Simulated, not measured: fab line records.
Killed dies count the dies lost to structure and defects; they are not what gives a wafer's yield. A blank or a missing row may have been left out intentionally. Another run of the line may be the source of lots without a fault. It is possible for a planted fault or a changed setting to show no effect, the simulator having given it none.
A struck lot beside a sound one / flow sky130 / 22 out of 708 route steps
Sound: the wafers L615.1, L615.3, L615.6. Wafers L629.1, L629.2, L629.6 were the ones struck. At the end, the cause is stated.
For every step that has rows: the tool of each side, followed by ch and its chambers, followed by its first start. Under that, the readings that differ: sound wafers / struck wafers / difference of the means / sigmas: that difference in standard deviations of wafers without a fault.
alike: readings whose means differ by less than 2 such deviations, and words and numbers that are the same on both sides. not compared: withheld readings, readings that some wafer has no value for, bounds like >300 that may hide the same value, and numbers for which the record gives no deviation and whose values overlap.
The two part at a step that has a row with sigmas, a row that says differs or no value, or rows on one side only. Numbers that don't overlap but have no deviation are shown without sigmas and don't part them. A reading that every wafer of one side lacks parts them only if that side has two wafers or more.

first, 1 step without rows for these wafers: SKY_NWELL_DEVELOP_22 (develop time 60 s).
SKY_NWELL_OVL_MEAS_23:
  sound on overlay-01, day 5 08:26; struck on overlay-01, day 8 16:50
  alike: NWELL_01_OVL
following that, these wafers have no rows for 1 step: SKY_NWELL_IMPLANT_24.
SKY_NWELL_STRIP_25: strips in O2/N2.
  sound on plasma-asher-04 ch 0,1, day 5 08:38; struck on plasma-asher-02 ch 0,1, day 8 17:02
  alike: drypump-motor-current-A, oes-product-au, strip-time-to-endpoint-s
  not compared: rf-hours-counter-h
SKY_NWELL_TW_MEAS_26:
  sound on film-metro-01, day 5 08:44; struck on film-metro-01, day 8 17:08
  alike: NWELL_2_TW
then, 1 step without rows for these wafers: SKY_NWELL_CLEAN_27 (cleans in SC1/SC2, time 150 s).
SKY_NWELL_RTA_28: time 30 s.
  sound on rtp-anneal-01 ch 0, day 5 08:50; struck on rtp-anneal-01 ch 0, day 8 17:14
  alike: lamp-power-pct, ramp-down-c-per-s, wafer_temp_C_max
SKY_NWELL_RS_MEAS_29: measures by four-point-probe.
  sound on film-metro-03, day 5 08:56; struck on film-metro-03, day 8 17:20
  alike: NWELL_RS
SKY_NWELL_RS_MEAS_31: measures by four-point-probe.
  sound on film-metro-03, day 5 09:11; struck on film-metro-03, day 8 17:35
  alike: PWDE_RS
then, 2 steps without rows for these wafers: SKY_VT_ADJUST_HVTP_DEHYDRATE_00 (time 60 s); SKY_VT_ADJUST_HVTP_HMDS_01 (prime time 60 s).
SKY_VT_ADJUST_HVTP_COAT_02: resist thk 1140 nm.
  sound on litho-track-03 ch 0, day 5 17:53; struck on litho-track-03 ch 0, day 9 03:23
reading=model.NOVOLAK_of_VT_ADJUST_HVTP_COAT_02.thk-nm (nm); sound=1142 1144 1143; struck=1110 1112 1109; difference=-33; sigmas=
then, 3 steps without rows for these wafers: SKY_VT_ADJUST_HVTP_SOFTBAKE_03 (time 60 s); SKY_VT_ADJUST_HVTP_EXPOSE_04 (exposes mask HVTPM, target cd 380 nm); SKY_VT_ADJUST_HVTP_PEB_05.
SKY_VT_ADJUST_HVTP_DEVELOP_06: develop time 60 s.
  sound on litho-track-04 ch 0, day 6 02:41; struck on litho-track-03 ch 0, day 9 14:56
reading=model.NOVOLAK_of_VT_ADJUST_HVTP_COAT_02.thk-nm (nm); sound=1142 1143 1143; struck=1109 1111 1109; difference=-33; sigmas=
SKY_VT_ADJUST_HVTP_CD_MEAS_07 targets a cd of 380 nm.
  sound on cd-sem-01, day 6 02:50; struck on cd-sem-01, day 9 15:05
reading=cd-nm (nm); sound=376.8 378.3 375.9; struck=383.2 385.2 383.4; difference=+6.9; sigmas=+3
SKY_VT_ADJUST_HVTP_OVL_MEAS_08:
  sound on overlay-02, day 6 02:58; struck on overlay-02, day 9 15:13
  alike: VT_ADJUST_HVTP_OVL
following that, these wafers have no rows for 1 step: SKY_VT_ADJUST_HVTP_IMPLANT_09.
SKY_VT_ADJUST_HVTP_STRIP_10: strips in O2/N2.
  sound on plasma-asher-01 ch 0, day 6 03:09; struck on plasma-asher-03 ch 0,1, day 9 15:24
reading=strip-time-to-endpoint-s (s); sound=14.20 14.22 14.22; struck=13.81 13.85 13.81; difference=-0.39; sigmas=-10
  alike: drypump-motor-current-A, oes-product-au
  not compared: rf-hours-counter-h
SKY_VT_ADJUST_HVTP_TW_MEAS_11:
  sound on film-metro-03, day 6 03:15; struck on film-metro-04, day 9 15:30
reading=VT_ADJUST_HVTP_TW; sound=1352 1355 1351; struck=1374 1363 1372; difference=+17; sigmas=+2
-- here the record skips 39 days between the struck wafers' starts before and after, leaving off in module VT_ADJUST_HVTP and picking up in module PAD_OPEN (first step shown: number 708 of the route) --
SKY_PAD_OPEN_PROBE_99:
  sound on prober-02, day 45 11:57; struck on prober-02, day 48 23:34
  alike: killed_at_M0_to_M3, killed_at_M4_up, killed-at-contacts, killed-at-front-end, killed-at-other, killed-dies, killed-on-rim, killed-open, killed-short

## WHERE THEY PART
Last at SKY_VT_ADJUST_HVTP_TW_MEAS_11 as far as this record goes, first at SKY_VT_ADJUST_HVTP_CD_MEAS_07. Later steps at which nothing parts them and some readings are alike: SKY_PAD_OPEN_PROBE_99.

WHY: what the simulator had put in
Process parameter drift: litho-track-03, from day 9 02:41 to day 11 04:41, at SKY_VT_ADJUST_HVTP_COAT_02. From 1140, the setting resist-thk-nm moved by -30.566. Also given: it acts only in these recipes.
